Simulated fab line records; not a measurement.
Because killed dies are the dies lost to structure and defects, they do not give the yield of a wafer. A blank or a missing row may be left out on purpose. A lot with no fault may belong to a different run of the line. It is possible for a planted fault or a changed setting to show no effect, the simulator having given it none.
fab line records	flow gf180mcu	part 1 of 2: steps 1 to 27 of 28
record lots=7	wafers=21	last_day=34
route steps=602 shown VT_IMPLANT@131 MVSD@136 NWELL@137 LVPWELL@138 MVPSD@139 DUAL_GATE@141 POLY_GATE@157 PASSIVATION@602
lots that met no fault: from a run of the same line without faults
start_h: hours from the record's opening day to when the first of the lot's shown wafers began	wait_h: hours elapsed since this lot's preceding step	" the same as in the row above	L1.1+2: a row that stands for several wafers	- either no value or no given start	* or withheld: withheld	< > ~ a bound
route shown NAME@n: NAME is a module with steps in the file, n the number in the route of the first one	usual: mean and standard deviation over wafers with no fault	same: alike in all rows	chamber/n: place in a boat	sites: readings site by site	_std_site: standard deviation of those values	_edge_site: the outer-site mean with the inner-site mean subtracted	radius_mm: how far each site lies from the wafer's centre	mask NAME#n: copy n	behind: the most recent tool/chamber to have shaped the wafer	hold: reason for holding the lot/hours on hold/outcome of the hold	device: the transistor (n, p or np) that didn't switch	end of line: the same wafers' tests at the end of the route	a step with no rows: only its recipe	killed: at the first sort, the dies lost to defects and structure; wafer yield is something else	map: the dies of a wafer, with x for killed, . for not killed, _ for no die there
set.NAME: the setting the step ran with; set.NAME@STEP: the setting that earlier step ran with	model.NAME: the simulator's own value behind a step, which no gauge read
certain route steps with their lots: each step a table, each wafer a row
services: from which hour (start_h, from the record's first day; less than 0 if before it) a tool's chamber was out of use, for how many hours, and why
## steps
# step GF_VT_IMPLANT_IMPLANT_41
# recipe species=As	energy_kev=70	dose_cm2=1.013e+12	tilt_deg=7
# step GF_VT_IMPLANT_STRIP_42
# recipe chemistry=O2/N2	power_w=1400	pressure_mtorr=1500	platen_temp_c=250	o2_flow_sccm=3000	n2_flow_sccm=300	overash_fraction=0.5
# usual drypump_motor_current_A=5.8/0.39	heater_power_w=351/47	oes_product_au=0.715/0.0043	strip_time_to_endpoint_s=12.63/0.032
lot.wafer	tool	chamber	start_h	wait_h	drypump_motor_current_A	heater_power_w	oes_product_au	rf_hours_counter_h	strip_time_to_endpoint_s
L990.3	plasma_asher-04	1	177.11	0.1	5.5	347	0.715	-	12.61
L990.4	"	0	"	"	6.6	293	0.718	-	12.58
L990.5	"	1	"	"	5.4	356	0.717	-	12.59
L992.1	plasma_asher-01	0	191.45	0.1	5.8	397	0.713	51	12.63
L992.2	"	1	"	"	5.5	309	0.717	51	12.65
L992.6	"	0	"	"	5.8	395	0.721	-	12.63
L993.3	plasma_asher-02	0	195.86	0.1	5.5	333	0.720	-	12.58
L993.5	"	0	"	"	5.5	333	0.714	-	12.62
L993.6	"	1	"	"	5.8	423	0.715	-	12.57
L996.2	plasma_asher-04	0	217.65	0.1	6.6	293	0.711	57	12.59
L996.3	"	1	"	"	5.5	348	0.717	-	12.63
L996.6	"	1	"	"	5.5	344	0.710	-	12.59
L103.2	plasma_asher-01	0	266.15	0.1	5.8	401	0.710	59	12.67
L103.4	"	0	"	"	5.8	401	0.705	-	12.66
L103.5	"	1	"	"	5.5	301	0.712	-	12.67
L106.2	plasma_asher-02	1	286.55	0.1	5.7	421	0.720	17	12.65
L106.3	"	1	"	"	5.7	416	0.718	-	12.66
L106.5	"	0	"	"	5.5	331	0.716	-	12.67
L110.2	plasma_asher-01	0	317.79	0.1	5.8	400	0.710	65	12.65
L110.3	"	0	"	"	5.8	409	0.712	-	12.64
L110.6	"	1	"	"	5.5	313	0.718	-	12.64
# step GF_VT_IMPLANT_TW_MEAS_43
# usual VT_IMPLANT_4_TW=698/3.7
lot.wafer	tool	chamber	start_h	wait_h	VT_IMPLANT_4_TW
L990.3	film_metro-04	-	177.20	0.1	698
L990.4	"	-	"	"	696
L990.5	"	-	"	"	692
L992.1	film_metro-02	-	191.55	0.1	697
L992.2	"	-	"	"	697
L992.6	"	-	"	"	697
L993.3	film_metro-02	-	195.95	0.1	700
L993.5	"	-	"	"	698
L993.6	"	-	"	"	694
L996.2	film_metro-02	-	217.76	0.1	699
L996.3	"	-	"	"	698
L996.6	"	-	"	"	699
L103.2	film_metro-01	-	266.26	0.1	701
L103.4	"	-	"	"	702
L103.5	"	-	"	"	701
L106.2	film_metro-04	-	286.66	0.1	699
L106.3	"	-	"	"	695
L106.5	"	-	"	"	698
L110.2	film_metro-02	-	317.90	0.1	702
L110.3	"	-	"	"	700
L110.6	"	-	"	"	702
# step GF_VT_IMPLANT_CLEAN_44
# recipe chemistry=SC1/SC2	mix=1:4:20	temp_c=70	time_s=150	dry=n2_spin
# step GF_VT_IMPLANT_RTA_45
# recipe temp_c=1050	time_s=30	ambient=N2
# usual lamp_power_pct=37/5.3	wafer_temp_C_max=1054.0/1.5
# same time_s=30
lot.wafer	tool	chamber	start_h	wait_h	lamp_power_pct	wafer_temp_C_max
L990.3	rtp_anneal-02	0	177.32	0.0	30	1052.0
L990.4	"	0	"	"	30	1051.5
L990.5	"	0	"	"	30	1053.0
L992.1	rtp_anneal-02	0	191.66	0.0	30	1051.9
L992.2	"	0	"	"	30	1052.1
L992.6	"	0	"	"	30	1052.0
L993.3	rtp_anneal-02	0	196.07	0.0	30	1052.1
L993.5	"	0	"	"	30	1052.6
L993.6	"	0	"	"	30	1052.5
L996.2	rtp_anneal-02	0	217.88	0.0	30	1051.1
L996.3	"	0	"	"	30	1052.3
L996.6	"	0	"	"	30	1052.5
L103.2	rtp_anneal-01	0	266.38	0.0	41	1054.6
L103.4	"	0	"	"	41	1056.4
L103.5	"	0	"	"	41	1053.4
L106.2	rtp_anneal-02	0	286.78	0.0	30	1051.9
L106.3	"	0	"	"	30	1052.6
L106.5	"	0	"	"	30	1052.7
L110.2	rtp_anneal-02	0	318.02	0.0	30	1052.8
L110.3	"	0	"	"	30	1053.0
L110.6	"	0	"	"	30	1052.4
# step GF_VT_IMPLANT_RS_MEAS_46
# recipe thk_meas_gauge=four-point-probe
# usual MVSD_RS=456.2/1.2
lot.wafer	tool	chamber	start_h	wait_h	MVSD_RS[ohm/sq]
L990.3	film_metro-01	-	177.43	0.1	455.4
L990.4	"	-	"	"	457.0
L990.5	"	-	"	"	455.4
L992.1	film_metro-04	-	191.76	0.1	458.2
L992.2	"	-	"	"	458.0
L992.6	"	-	"	"	458.4
L993.3	film_metro-04	-	196.18	0.1	456.0
L993.5	"	-	"	"	456.3
L993.6	"	-	"	"	456.9
L996.2	film_metro-01	-	217.98	0.1	457.1
L996.3	"	-	"	"	456.3
L996.6	"	-	"	"	458.4
L103.2	film_metro-01	-	266.48	0.1	456.2
L103.4	"	-	"	"	455.6
L103.5	"	-	"	"	454.3
L106.2	film_metro-04	-	286.89	0.1	455.6
L106.3	"	-	"	"	455.9
L106.5	"	-	"	"	456.1
L110.2	film_metro-01	-	318.13	0.1	455.4
L110.3	"	-	"	"	453.8
L110.6	"	-	"	"	455.3
# step GF_VT_IMPLANT_RS_MEAS_47
# recipe thk_meas_gauge=four-point-probe
# usual NWELL_RS=487.9/1.2
lot.wafer	tool	chamber	start_h	wait_h	NWELL_RS[ohm/sq]
L990.3	film_metro-01	-	177.55	0.1	488.1
L990.4	"	-	"	"	489.0
L990.5	"	-	"	"	487.9
L992.1	film_metro-04	-	191.88	0.1	487.9
L992.2	"	-	"	"	488.0
L992.6	"	-	"	"	487.3
L993.3	film_metro-04	-	196.30	0.1	486.8
L993.5	"	-	"	"	488.3
L993.6	"	-	"	"	488.1
L996.2	film_metro-01	-	218.10	0.1	486.2
L996.3	"	-	"	"	486.5
L996.6	"	-	"	"	488.1
L103.2	film_metro-01	-	266.60	0.1	486.2
L103.4	"	-	"	"	486.1
L103.5	"	-	"	"	486.3
L106.2	film_metro-04	-	287.01	0.1	486.2
L106.3	"	-	"	"	487.8
L106.5	"	-	"	"	488.4
L110.2	film_metro-01	-	318.25	0.1	487.5
L110.3	"	-	"	"	488.8
L110.6	"	-	"	"	488.6
# step GF_VT_IMPLANT_RS_MEAS_48
# recipe thk_meas_gauge=four-point-probe
# usual LVPWELL_RS=1196.7/3
lot.wafer	tool	chamber	start_h	wait_h	LVPWELL_RS[ohm/sq]
L990.3	film_metro-01	-	177.67	0.1	1196.0
L990.4	"	-	"	"	1198.7
L990.5	"	-	"	"	1198.0
L992.1	film_metro-04	-	192.00	0.1	1196.0
L992.2	"	-	"	"	1200.3
L992.6	"	-	"	"	1199.5
L993.3	film_metro-04	-	196.42	0.1	1198.3
L993.5	"	-	"	"	1202.7
L993.6	"	-	"	"	1200.2
L996.2	film_metro-01	-	218.22	0.1	1194.6
L996.3	"	-	"	"	1194.6
L996.6	"	-	"	"	1198.9
L103.2	film_metro-01	-	266.72	0.1	1194.3
L103.4	"	-	"	"	1192.4
L103.5	"	-	"	"	1190.5
L106.2	film_metro-04	-	287.13	0.1	1195.7
L106.3	"	-	"	"	1196.5
L106.5	"	-	"	"	1195.9
L110.2	film_metro-01	-	318.37	0.1	1198.5
L110.3	"	-	"	"	1196.9
L110.6	"	-	"	"	1196.9
# step GF_VT_IMPLANT_RS_MEAS_49
# recipe thk_meas_gauge=four-point-probe
# usual MVPSD_RS=1168/3.2
lot.wafer	tool	chamber	start_h	wait_h	MVPSD_RS[ohm/sq]
L990.3	film_metro-01	-	177.79	0.1	1174
L990.4	"	-	"	"	1174
L990.5	"	-	"	"	1173
L992.1	film_metro-04	-	192.12	0.1	1166
L992.2	"	-	"	"	1167
L992.6	"	-	"	"	1169
L993.3	film_metro-04	-	196.54	0.1	1167
L993.5	"	-	"	"	1169
L993.6	"	-	"	"	1170
L996.2	film_metro-01	-	218.34	0.1	1169
L996.3	"	-	"	"	1169
L996.6	"	-	"	"	1166
L103.2	film_metro-01	-	266.84	0.1	1167
L103.4	"	-	"	"	1170
L103.5	"	-	"	"	1172
L106.2	film_metro-04	-	287.25	0.1	1163
L106.3	"	-	"	"	1166
L106.5	"	-	"	"	1160
L110.2	film_metro-01	-	318.49	0.1	1168
L110.3	"	-	"	"	1168
L110.6	"	-	"	"	1170
# step GF_VT_IMPLANT_WET_ETCH_50
# recipe chemistry=dHF	target_depth_nm=20	target=SiO2	temp_c=25	dilution=100:1	time_s=400
# step GF_DUAL_GATE_CLEAN_00
# recipe chemistry=SC1/SC2	mix=1:4:20	temp_c=70	time_s=150
# step GF_DUAL_GATE_CLEAN_01
# recipe chemistry=dHF	time_s=20	dilution=100:1	dry=ipa_marangoni
# step GF_DUAL_GATE_OXIDATION_02
# recipe temp_c=900	ambient=O2	stabilise_s=600	purge_s=300	target_thk_a=108.87	ox_time_s=1602
# usual spike_tc_bottom_C=919.0/1.1	spike_tc_centre_C=901.2/1.1	spike_tc_lower_C=900.4/1.2	spike_tc_top_C=915.2/2.5	spike_tc_upper_C=899.3/1.2	tube_center_temp_C=900/0.084	tube_center_temp_C_max=902.3/0.34	zone_power_upper_pct=16.27/0.3
lot.wafer	tool	chamber	start_h	wait_h	spike_tc_bottom_C	spike_tc_centre_C	spike_tc_lower_C	spike_tc_top_C	spike_tc_upper_C	tube_center_temp_C	tube_center_temp_C_max	zone_power_upper_pct	model.SiO2_of_DUAL_GATE_OXIDATION_02.thk_nm
L990.3	furnace-02	0	178.07	0.0	920.0	901.7	901.2	918.5	900.3	900.01	902.4	15.99	10.73
L990.4	"	0	"	"	919.7	902.1	901.1	917.6	900.0	900	902.4	15.97	11.05
L990.5	"	0	"	"	918.0	901.7	901.3	919.2	901.1	899.96	902.4	16.12	10.98
L992.1	furnace-02	0	192.44	0.0	894.2	880.2	877.5	894.4	874.7	876.71	878.9	15.10	7.997
L992.2	"	0	"	"	896.7	879.7	877.6	895.9	877.5	876.71	879.4	15.16	8.199
L992.6	"	0	"	"	896.4	877.8	878.6	893.3	878.6	876.66	878.9	15.13	8.233
L993.3	furnace-02	0	197.76	0.9	899.5	876.2	877.6	894.2	876.7	876.69	878.7	15.24	8.633
L993.5	"	0	"	"	893.8	878.1	879.1	895.4	875.3	876.83	879.3	15.16	8.599
L993.6	"	0	"	"	894.8	878.2	877.1	894.8	875.9	876.75	879.2	14.97	8.598
L996.2	furnace-02	0	218.79	0.0	895.9	877.8	876.5	894.3	876.7	876.75	878.9	15.38	8.341
L996.3	"	0	"	"	896.0	878.8	876.4	895.4	878.2	876.73	879.4	15.12	8.185
L996.6	"	0	"	"	894.7	876.9	880.1	894.8	878.4	876.58	878.8	15.53	8.297
L103.2	furnace-01	0	267.14	0.0	919.0	901.5	901.7	911.8	898.1	899.92	901.9	16.43	10.91
L103.4	"	0	"	"	920.8	899.6	898.2	913.6	898.8	900	902.1	16.74	11.24
L103.5	"	0	"	"	917.7	902.1	899.4	912.3	898.7	900.12	902.6	16.54	11.02
L106.2	furnace-01	0	287.54	0.0	919.3	900.7	900.3	913.0	899.3	900.12	902.1	16.31	11.24
L106.3	"	0	"	"	921.4	900.6	899.6	913.3	900.1	900.14	903.0	16.24	11.37
L106.5	"	0	"	"	918.0	901.7	899.9	912.5	897.0	899.92	901.9	16.74	10.96
L110.2	furnace-02	0	319.49	0.6	920.6	900.6	900.6	916.4	901.5	899.94	901.8	15.84	10.85
L110.3	"	0	"	"	918.2	901.8	898.1	917.9	900.5	900.05	902.0	15.82	11.02
L110.6	"	0	"	"	918.4	900.6	900.0	917.8	900.4	899.98	902.4	15.99	10.88
# step GF_DUAL_GATE_THK_MEAS_03
# recipe reads=SiO2_of_DUAL_GATE_OXIDATION_02
# usual DUAL_GATE_OXIDATION_00_THK=11.01/0.2
lot.wafer	tool	chamber	start_h	wait_h	DUAL_GATE_OXIDATION_00_THK[nm]
L990.3	film_metro-01	-	179.53	0.0	10.73
L990.4	"	-	"	"	11.05
L990.5	"	-	"	"	10.95
L992.1	film_metro-03	-	193.89	0.0	8.02
L992.2	"	-	"	"	8.22
L992.6	"	-	"	"	8.23
L993.3	film_metro-01	-	199.23	0.0	8.68
L993.5	"	-	"	"	8.64
L993.6	"	-	"	"	8.60
L996.2	film_metro-03	-	220.24	0.0	8.29
L996.3	"	-	"	"	8.19
L996.6	"	-	"	"	8.31
L103.2	film_metro-01	-	268.59	0.0	10.89
L103.4	"	-	"	"	11.21
L103.5	"	-	"	"	11.01
L106.2	film_metro-03	-	289.00	0.0	11.21
L106.3	"	-	"	"	11.34
L106.5	"	-	"	"	10.95
L110.2	film_metro-03	-	320.94	0.0	10.88
L110.3	"	-	"	"	11.04
L110.6	"	-	"	"	10.82
# step GF_DUAL_GATE_DEHYDRATE_04
# recipe temp_c=200	time_s=60
# step GF_DUAL_GATE_HMDS_05
# recipe prime_time_s=60	prime_temp_c=120
# step GF_DUAL_GATE_COAT_06
# recipe resist=NOVOLAK	spin_rpm=3000	resist_thk_nm=1000
# step GF_DUAL_GATE_SOFTBAKE_07
# recipe temp_c=90	time_s=60	resist=NOVOLAK
# step GF_DUAL_GATE_EXPOSE_08
# recipe mask_id=Dualgate	target_cd_nm=700	na=0.6	source_shape=conventional	sigma_outer=0.6	dose_mj=140
# step GF_DUAL_GATE_PEB_09
# recipe temp_c=withheld	time_s=*	resist=NOVOLAK
# step GF_DUAL_GATE_DEVELOP_10
# recipe develop_time_s=60	dev_temp_c=23
# step GF_DUAL_GATE_OVL_MEAS_11
# usual DUAL_GATE_OVL=-0.5/1.2
lot.wafer	tool	chamber	start_h	wait_h	DUAL_GATE_OVL[nm]
L990.3	overlay-01	-	196.27	0.1	0.2
L990.4	"	-	"	"	-0.4
L990.5	"	-	"	"	-2.0
L992.1	overlay-01	-	210.81	0.1	-1.2
L992.2	"	-	"	"	-0.9
L992.6	"	-	"	"	-1.5
L993.3	overlay-02	-	216.62	0.1	0.4
L993.5	"	-	"	"	0.6
L993.6	"	-	"	"	0.0
L996.2	overlay-02	-	238.61	0.1	-1.2
L996.3	"	-	"	"	-3.1
L996.6	"	-	"	"	-1.5
L103.2	overlay-02	-	288.11	0.1	-2.7
L103.4	"	-	"	"	0.0
L103.5	"	-	"	"	0.9
L106.2	overlay-01	-	309.51	0.1	0.5
L106.3	"	-	"	"	0.3
L106.5	"	-	"	"	0.5
L110.2	overlay-02	-	341.91	0.1	-2.9
L110.3	"	-	"	"	-0.8
L110.6	"	-	"	"	-0.4
# step GF_DUAL_GATE_WET_ETCH_12
# recipe chemistry=dHF	target_depth_nm=13	dry=n2_spin	target=SiO2	temp_c=25	dilution=100:1	time_s=260
# step GF_DUAL_GATE_STRIP_13
# recipe chemistry=O2/N2	power_w=1400	pressure_mtorr=1500	platen_temp_c=250	o2_flow_sccm=3000	n2_flow_sccm=300	overash_fraction=0.5
# usual drypump_motor_current_A=5.8/0.56	heater_power_w=329/33	oes_product_au=0.716/0.0043	strip_time_to_endpoint_s=12.64/0.035
lot.wafer	tool	chamber	start_h	wait_h	drypump_motor_current_A	heater_power_w	oes_product_au	rf_hours_counter_h	strip_time_to_endpoint_s
L990.3	plasma_asher-04	0	196.42	0.0	6.6	295	0.721	-	12.70
L990.4	"	1	"	"	5.5	352	0.717	-	12.70
L990.5	"	0	"	"	6.6	289	0.708	-	12.69
L992.1	plasma_asher-04	1	210.92	0.0	5.5	349	0.722	56	12.58
L992.2	"	0	"	"	6.6	290	0.718	56	12.60
L992.6	"	0	"	"	6.6	289	0.718	-	12.59
L993.3	plasma_asher-01	1	216.76	0.0	5.5	314	0.709	-	12.72
L993.5	"	1	"	"	5.5	306	0.715	-	12.69
L993.6	"	0	"	"	5.8	399	0.718	-	12.71
L996.2	plasma_asher-04	1	238.80	0.0	5.5	348	0.709	59	12.67
L996.3	"	1	"	"	5.5	347	0.717	-	12.62
L996.6	"	0	"	"	6.6	293	0.715	-	12.66
L103.2	plasma_asher-04	1	288.22	0.0	5.4	350	0.713	64	12.61
L103.4	"	0	"	"	6.6	284	0.716	-	12.60
L103.5	"	1	"	"	5.4	348	0.717	-	12.62
L106.2	plasma_asher-04	0	309.62	0.0	6.6	283	0.719	66	12.69
L106.3	"	0	"	"	6.6	283	0.711	-	12.67
L106.5	"	1	"	"	5.5	348	0.717	-	12.69
L110.2	plasma_asher-03	0	342.02	0.0	5.1	349	0.716	55	12.63
L110.3	"	0	"	"	5.1	354	0.709	-	12.61
L110.6	"	0	"	"	5.1	345	0.712	-	12.59
# step GF_DUAL_GATE_CLEAN_14
# recipe chemistry=SC1/SC2	mix=1:4:20	temp_c=70	time_s=150	dry=n2_spin
# step GF_DUAL_GATE_OXIDATION_15
# recipe temp_c=850	ambient=O2	stabilise_s=600	purge_s=300	target_thk_a=70.98	ox_time_s=1995
# usual spike_tc_bottom_C=869.6/0.96	spike_tc_centre_C=851.0/1	spike_tc_lower_C=850.5/1.1	spike_tc_top_C=867.6/2	spike_tc_upper_C=849.8/1.3	tube_center_temp_C=849.99/0.081	tube_center_temp_C_max=852.2/0.36	zone_power_upper_pct=14.31/0.22
lot.wafer	tool	chamber	start_h	wait_h	spike_tc_bottom_C	spike_tc_centre_C	spike_tc_lower_C	spike_tc_top_C	spike_tc_upper_C	tube_center_temp_C	tube_center_temp_C_max	zone_power_upper_pct	model.SiO2_of_DUAL_GATE_OXIDATION_02.thk_nm
L990.3	furnace-01	0	197.00	0.5	870.3	852.0	849.5	864.0	850.5	849.97	852.6	14.49	14.41
L990.4	"	0	"	"	869.8	852.6	851.3	863.0	846.9	850.09	851.7	14.87	14.67
L990.5	"	0	"	"	871.3	853.2	851.0	864.1	848.4	850.05	852.0	14.63	14.61
L992.1	furnace-02	0	211.08	0.0	868.6	851.5	851.9	869.3	850.9	849.97	852.6	14.33	12.01
L992.2	"	0	"	"	869.2	851.3	850.5	869.6	850.4	850.01	852.4	14.27	12.16
L992.6	"	0	"	"	870.3	850.4	849.6	867.7	849.7	849.91	851.6	14.04	12.17
L993.3	furnace-02	0	216.88	0.0	870.6	849.6	853.5	869.2	850.1	850	852.0	14.15	12.65
L993.5	"	0	"	"	868.6	849.5	850.7	870.4	849.3	849.95	852.0	14.19	12.69
L993.6	"	0	"	"	867.6	851.0	850.2	867.6	850.3	849.93	852.6	14.15	12.61
L996.2	furnace-01	0	240.46	1.4	870.0	850.8	849.5	863.2	848.8	849.88	852.5	14.88	12.35
L996.3	"	0	"	"	869.9	850.4	849.1	864.8	848.8	849.9	852.3	14.60	12.2
L996.6	"	0	"	"	869.1	853.5	848.1	864.6	849.3	849.97	852.8	14.53	12.21
L103.2	furnace-02	0	288.37	0.0	870.0	850.9	851.6	868.5	850.7	850	852.0	14.39	14.35
L103.4	"	0	"	"	868.8	851.8	850.9	869.1	847.7	849.9	851.5	14.08	14.68
L103.5	"	0	"	"	869.5	851.3	850.4	869.6	850.5	850.1	852.2	14.38	14.52
L106.2	furnace-02	0	310.13	0.4	871.2	851.0	849.1	868.7	848.8	850.03	852.0	14.35	14.76
L106.3	"	0	"	"	869.9	851.7	851.8	868.9	850.5	849.97	852.2	14.01	14.86
L106.5	"	0	"	"	869.0	850.0	851.8	868.4	849.0	849.92	852.6	14.36	14.52
L110.2	furnace-01	0	342.59	0.4	869.5	852.3	850.4	863.6	848.3	850.08	852.4	14.53	14.56
L110.3	"	0	"	"	867.8	851.1	851.3	862.7	848.0	849.99	853.1	14.51	14.78
L110.6	"	0	"	"	867.7	850.9	849.4	865.2	849.1	849.89	851.9	14.84	14.59
# step GF_POLY_GATE_CVD_00
# recipe material=poly-Si	target_thk_nm=200	temp_c=620	time_s=1200	pressure_mtorr=200
## key
first_sign step=GF_DUAL_GATE_OXIDATION_02	reading=tube_center_temp_C	direction=down	sigmas=99+	usual=*	struck=*
effect step=GF_DUAL_GATE_OXIDATION_02	reading=tube_center_temp_C_max	direction=down	sigmas=67	usual=*	struck=*
effect step=GF_DUAL_GATE_THK_MEAS_03	reading=DUAL_GATE_OXIDATION_00_THK	direction=down	sigmas=13	usual=11.01	struck=8.35
model_effect step=GF_DUAL_GATE_OXIDATION_02	value=SiO2_of_DUAL_GATE_OXIDATION_02.thk_nm	without=10.86	struck=8.342
model_effect step=GF_DUAL_GATE_OXIDATION_15	value=SiO2_of_DUAL_GATE_OXIDATION_02.thk_nm	without=14.43	struck=12.34
model_effect step=GF_PASSIVATION_PROBE_99	value=etest.ldpmos_10p0.r_on_ohm_um	without=1.105e+04	struck=1.03e+04
met_at GF_DUAL_GATE_OXIDATION_02
struck_wafers L992.1,L992.2,L992.6,L993.3,L993.5,L993.6,L996.2,L996.3,L996.6
tester_left_out L992,L993,L996
onset_between 178.07 192.44
fault kind=process_parameter_drift	tool=furnace-02	chamber=-	onset_h=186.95	steps=GF_DUAL_GATE_OXIDATION_02	channel=temp_c	offset=*	shape=step	end_h=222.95	acts_in=*	stated=*
# tester_left_out: of these lots the tester's yield and bins aren't shown, on N5 and GAA mostly nor the transistor test; their killed dies are dies lost to structure and defects alone, not to doping, threshold or leakage, so they don't give the yield
